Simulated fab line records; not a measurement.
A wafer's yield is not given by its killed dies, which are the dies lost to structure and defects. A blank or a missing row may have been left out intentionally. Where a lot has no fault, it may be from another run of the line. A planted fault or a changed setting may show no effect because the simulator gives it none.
Which tool did it? -- flow sky130 -- 13 lots with 39 wafers sampled at 2 steps, on a route of 708 steps

## WHAT EACH GAUGE READ, for each wafer
SKY_CAP2M_OVL_MEAS_12.
lot,measured,on,CAP2M_OVL (nm)
L201,day 41 03:49,overlay-01,1.0 1.3 2.1
L202,day 41 11:34,overlay-01,-0.3 0.5 0.0
L203,day 41 13:34,overlay-02,-0.7 -0.3 -0.5
L205,day 42 14:34,overlay-02,-0.8 0.1 0.2
L208,day 43 14:52,overlay-02,-0.7 -0.7 -0.7
L211,day 44 10:37,overlay-02,-2.6 -0.6 -1.5
L213,day 44 13:37,overlay-01,2.2 2.7 2.0
L215,day 45 07:10,overlay-02,2.2 1.2 2.7
L216,day 45 11:55,overlay-01,-0.4 -0.7 0.5
L219,day 45 19:23,overlay-01,-0.3 -0.3 0.8
L218,day 45 19:37,overlay-02,-1.6 -1.1 -2.2
L220,day 46 01:13,overlay-02,0.4 -0.6 -0.1
L223,day 46 19:43,overlay-02,0.1 -0.7 -2.3

SKY_VIA4_THK_MEAS_01.
lot,measured,on,VIA4_HDPCVD_THK (nm)
L201,day 42 04:55,film metro-02,1718 1739 1714
L202,day 42 13:04,film metro-01,1734 1744 1750
L203,day 42 15:21,film metro-03,1783 1766 1738
L205,day 43 15:57,film metro-02,1759 1756 1739
L208,day 44 16:10,film metro-02,1710 1717 1734
L211,day 45 10:22,film metro-03,1756 1749 1768
L213,day 45 13:26,film metro-02,1747 1741 1751
L215,day 46 06:03,film metro-02,1713 1734 1718
L216,day 46 10:40,film metro-01,1740 1727 1705
L219,day 46 17:57,film metro-02,1717 1729 1715
L218,day 46 18:13,film metro-01,1735 1756 1765
L220,day 46 22:22,film metro-01,1743 1746 1752
L223,day 47 17:13,film metro-02,1743 1756 1744

## EACH LOT AND THE TOOL THAT RAN IT (in order: tool; ch and the chambers of the sampled wafers; start)
Record: no process step prior to these readings.

## WHAT THE TOOLS THEMSELVES READ (means of the sampled wafers that have a number; where no wafer has one, the mark that the record gives instead)
The record holds no such reading with a usual standard deviation.

## THE ANSWER, worked out from the rows above alone
Rule: the usual values come from the lots themselves. The widest of any qualifying gaps counts: lots, ordered by their means at a reading, are off when they make up no more than a third of the lots, leave a main group of 4 or more, and stand apart from it by 3 or more times the standard deviation of that group's means. If all means in a main group match to the digits the tables above print for the reading, that group is not used. Also off: a lot with no number at a reading for which 4 or more lots have one. Any other lot the step has rows for is counted as sound. First the gauges in route order, then the tools' own readings, where a lot's mean is used as printed above. The first step at which some lot is off is used, and at that step the reading that is off furthest; a lot without a number counts as furthest.
No lot is off on any of the readings shown, so nothing can be concluded from this.

## WHAT THE SIMULATOR HAD INSERTED
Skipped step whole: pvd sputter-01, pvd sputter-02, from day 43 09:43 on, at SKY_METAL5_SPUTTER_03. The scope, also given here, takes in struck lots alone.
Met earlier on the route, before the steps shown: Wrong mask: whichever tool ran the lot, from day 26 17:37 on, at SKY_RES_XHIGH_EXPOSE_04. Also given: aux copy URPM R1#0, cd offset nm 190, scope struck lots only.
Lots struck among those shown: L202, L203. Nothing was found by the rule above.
